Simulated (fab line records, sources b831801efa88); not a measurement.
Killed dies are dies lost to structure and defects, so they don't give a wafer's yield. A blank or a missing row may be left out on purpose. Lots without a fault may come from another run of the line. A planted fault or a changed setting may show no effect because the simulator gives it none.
A struck lot beside a sound one | flow sky130 | 22 steps out of a route of 708
Sound: wafers L544.2, L544.3, L544.5. Struck: wafers L554.2, L554.5. The cause comes at the end.
At each step with rows: each side's tool, then ch and its chambers, then its first start. Under that, the readings that differ: sound wafers | struck wafers | difference of the means | sigmas: that difference in standard deviations of wafers without a fault.
alike: readings whose means differ by less than 2 such deviations, and words and numbers that are the same on both sides. not compared: withheld readings, readings that some wafer has no value for, bounds like >300 that may hide the same value, and numbers for which the record gives no deviation and whose values overlap.
The two part at a step that has a row with sigmas, a row that says differs or no value, or rows on one side only. Numbers that don't overlap but have no deviation are shown without sigmas and don't part them. A reading that every wafer of one side lacks parts them only if that side has two wafers or more.

first, 1 step without rows for these wafers: SKY_POLY_GATE_CVD_03 (deposits Si3N4 from DCS/NH3, target thk 75 nm, time 1290 s).
SKY_POLY_GATE_THK_MEAS_04:
  sound on film_metro-03, day 16 03:57; struck on film_metro-02, day 19 15:02
  alike: POLY_GATE_CVD_03_THK
then, 8 steps without rows for these wafers: SKY_POLY_GATE_DEHYDRATE_05 (time 60 s); SKY_POLY_GATE_HMDS_06 (prime time 60 s); SKY_POLY_GATE_COAT_07 (resist thk 110 nm); SKY_POLY_GATE_COAT_08 (resist thk 450 nm); SKY_POLY_GATE_SOFTBAKE_09 (time 90 s); SKY_POLY_GATE_EXPOSE_10 (exposes mask P1M, target cd 150 nm); SKY_POLY_GATE_PEB_11; SKY_POLY_GATE_DEVELOP_12 (develop time 60 s).
SKY_POLY_GATE_CD_MEAS_13: target cd 150 nm.
  sound on cd_sem-01, day 17 08:50; struck on cd_sem-02, day 20 21:49
  reading    | sound             | struck      | difference | sigmas
  cd_nm (nm) | 151.4 151.2 151.8 | 148.6 148.9 | -2.7       | -2
SKY_POLY_GATE_OVL_MEAS_14:
  sound on overlay-02, day 17 08:56; struck on overlay-02, day 20 21:55
  alike: POLY_GATE_OVL
SKY_POLY_GATE_ETCH_15: etches BARC in N2/H2, stops on SiO2, time 118.5 s, target depth 110 nm.
  sound on rie_diel-04 ch 0,2,3, day 17 08:58; struck on rie_diel-01 ch 3, day 20 21:56
  reading                                          | sound             | struck      | difference | sigmas
  oes_product_au (a.u.)                            | 0.719 0.712 0.706 | 0.661 0.665 | -0.049     | -11
  run_length_s (s)                                 | 146.5 147.5 147.4 | 169.8 169.4 | +22.5      | +53
  model.KrF-thick_of_POLY_GATE_COAT_08.thk_nm (nm) | 344.5 346.6 345.6 | 326.5 325.2 | -19.7      |
  model.POLY_GATE.cd_nm (nm)                       | 154.2 150.7 152.8 | 143.9 143.8 | -8.7       |
  model.SiO2_of_SONOS_ONO_CVD_04.thk_nm (nm)       | 4.385 4.395 4.46  | 3.348 3.412 | -1.033     |
  alike: drypump_motor_current_A, n2_flow_sccm, throttle_valve_pct
  not compared: rf_hours_counter_h
SKY_POLY_GATE_ETCH_16: etches Si3N4 in CH3F/O2, stops on poly-Si, time 147.5 s, target depth 75 nm.
  sound on rie_diel-04 ch 0,2,3, day 17 09:04; struck on rie_diel-01 ch 3, day 20 22:02
  alike: drypump_motor_current_A, oes_product_au, run_length_s, throttle_valve_pct
  not compared: rf_hours_counter_h
SKY_POLY_GATE_ETCH_17: etches poly-Si in HBr/Cl2, stops on SiO2, target depth 180 nm, time 70.5 s.
  sound on rie_si-02 ch 0,1,2, day 17 09:10; struck on rie_si-02 ch 3, day 20 22:07
  reading                                          | sound             | struck      | difference | sigmas
  model.KrF-thick_of_POLY_GATE_COAT_08.thk_nm (nm) | 139.5 143.7 141.5 | 123.9 121.3 | -19.0      |
  model.POLY_GATE.cd_nm (nm)                       | 155.2 151.3 152.1 | 144.2 143.4 | -9.1       |
  alike: drypump_motor_current_A, oes_product_au, run_length_s, throttle_valve_pct
  not compared: rf_hours_counter_h
SKY_POLY_GATE_STRIP_18: strips in O2/N2.
  sound on plasma_asher-01 ch 0,1, day 17 09:13; struck on plasma_asher-01 ch 1, day 20 22:11
  reading                      | sound             | struck      | difference | sigmas
  oes_product_au (a.u.)        | 0.354 0.364 0.367 | 0.348 0.344 | -0.016     | -3
  strip_time_to_endpoint_s (s) | 3.165 3.216 3.190 | 2.995 2.963 | -0.211     | -7
  alike: drypump_motor_current_A, n2_flow_sccm
  not compared: rf_hours_counter_h
then, 2 steps without rows for these wafers: SKY_POLY_GATE_CLEAN_19 (cleans in SC1/SC2, time 150 s); SKY_POLY_GATE_OXIDATION_20 (stabilise 600 s, purge 300 s, target thk 4 nm).
SKY_POLY_GATE_THK_MEAS_21:
  sound on film_metro-03, day 17 12:19; struck on film_metro-03, day 20 23:35
  alike: POLY_GATE_OXIDATION_THK
SKY_POLY_GATE_CD_MEAS_22:
  sound on cd_sem-01, day 17 12:24; struck on cd_sem-02, day 20 23:40
  reading    | sound             | struck      | difference | sigmas
  cd_nm (nm) | 155.0 151.2 152.2 | 143.9 143.3 | -9.2       | -5
then, 1 step without rows for these wafers: SKY_LDD_N_DEHYDRATE_00 (time 60 s).
-- the record jumps here: 28 days lie between the struck wafers' starts before and after (it left off in module LDD_N and takes up again in module PAD_OPEN, whose first step shown is number 708 of the route) --
SKY_PAD_OPEN_PROBE_99:
  sound on prober-02, day 46 12:04; struck on prober-02, day 48 17:34
  reading                                | sound             | struck      | difference | sigmas
  model.etest.res_poly.line_ohm_um       | 499.3 519.9 506.4 | 542.2 551.2 | +38.2      |
  model.etest.res_xhigh_po.width_nm (nm) | 356.7 353.4 352.9 | 344 343.7   | -10        |
  model.etest.res_poly.width_nm (nm)     | 99.55 96.03 96.53 | 88.28 87.44 | -9.51      |
  model.etest.res_high_po.width_nm (nm)  | 353.8 351.1 351.4 | 343.3 343.4 | -8.8       |
  model.etest.ring_1v8.delay_ps          | 22.71 22.06 22.15 | 20.53 20.75 | -1.67      |
  alike: killed_at_M0_to_M3, killed_at_M4_up, killed_at_contacts, killed_at_front_end, killed_at_other, killed_dies, killed_on_rim, killed_open, killed_short

WHERE THEY PART
First at SKY_POLY_GATE_CD_MEAS_13; last, within this record, at SKY_POLY_GATE_CD_MEAS_22. Later steps at which nothing parts them and some readings are alike: SKY_PAD_OPEN_PROBE_99.

WHY: what the simulator had put in
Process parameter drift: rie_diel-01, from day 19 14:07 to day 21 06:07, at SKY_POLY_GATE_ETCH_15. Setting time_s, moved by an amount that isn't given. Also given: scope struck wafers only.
